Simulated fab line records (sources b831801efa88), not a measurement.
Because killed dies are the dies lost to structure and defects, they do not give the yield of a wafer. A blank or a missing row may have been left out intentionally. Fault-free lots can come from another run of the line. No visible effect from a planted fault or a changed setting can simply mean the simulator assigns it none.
Chamber matching / flow sky130 / pecvd-02 running SKY_CAP2M_CVD_00: 3 sister chambers
The step deposits SiO2, target thk 15.5 nm. 6 wafers are shown with their chamber, then 11 later ones without.

== WAFERS WITH THEIR CHAMBER ==
wafer=L085.4; chamber=1; heaterPowerW (W)=688
wafer=L085.6; chamber=2; heaterPowerW (W)=852
wafer=L087.2; chamber=1; heaterPowerW (W)=600
wafer=L087.4; chamber=2; heaterPowerW (W)=839
wafer=L087.6; chamber=0; heaterPowerW (W)=708
wafer=L091.2; chamber=0; heaterPowerW (W)=782

== WAFERS WITHOUT THEIR CHAMBER ==
wafer=L091.4; heaterPowerW (W)=786
wafer=L091.6; heaterPowerW (W)=687
wafer=L092.1; heaterPowerW (W)=826
wafer=L092.4; heaterPowerW (W)=636
wafer=L092.6; heaterPowerW (W)=876
wafer=L093.1; heaterPowerW (W)=890
wafer=L093.2; heaterPowerW (W)=820
wafer=L093.3; heaterPowerW (W)=726
wafer=L093.4; heaterPowerW (W)=799
wafer=L093.5; heaterPowerW (W)=714
wafer=L093.6; heaterPowerW (W)=919

== EACH ONE'S CHAMBER ==
wafer=L091.4; from the rows above=can't be placed: 0 or 2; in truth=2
wafer=L091.6; from the rows above=can't be placed: 1 or 0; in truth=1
wafer=L092.1; from the rows above=can't be placed: 2 or 0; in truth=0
wafer=L092.4; from the rows above=1; in truth=1
wafer=L092.6; from the rows above=2; in truth=2
wafer=L093.1; from the rows above=2; in truth=2
wafer=L093.2; from the rows above=can't be placed: 2 or 0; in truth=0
wafer=L093.3; from the rows above=can't be placed: 0 or 1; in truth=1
wafer=L093.4; from the rows above=can't be placed: 2 or 0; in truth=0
wafer=L093.5; from the rows above=can't be placed: 0 or 1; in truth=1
wafer=L093.6; from the rows above=2; in truth=2
4 of 11 placed correctly. From these rows, 7 cannot be placed; in 7 the true chamber is one of the candidates. Number placed wrongly: 0.
How it was worked out, from the rows above alone: a wafer's distance from a chamber is the root of the sum, over the readings, of the square of ((its reading less the chamber's mean) divided by the reading's scatter). The wafer belongs to the nearest chamber; if the next one is less than 2 further off, it can't be placed. The mean given for a chamber averages the wafers shown for that chamber. The scatter: take each reading less its chamber's mean, square it, sum over the shown wafers, divide by the number of wafers less the number of chambers, and take the root.
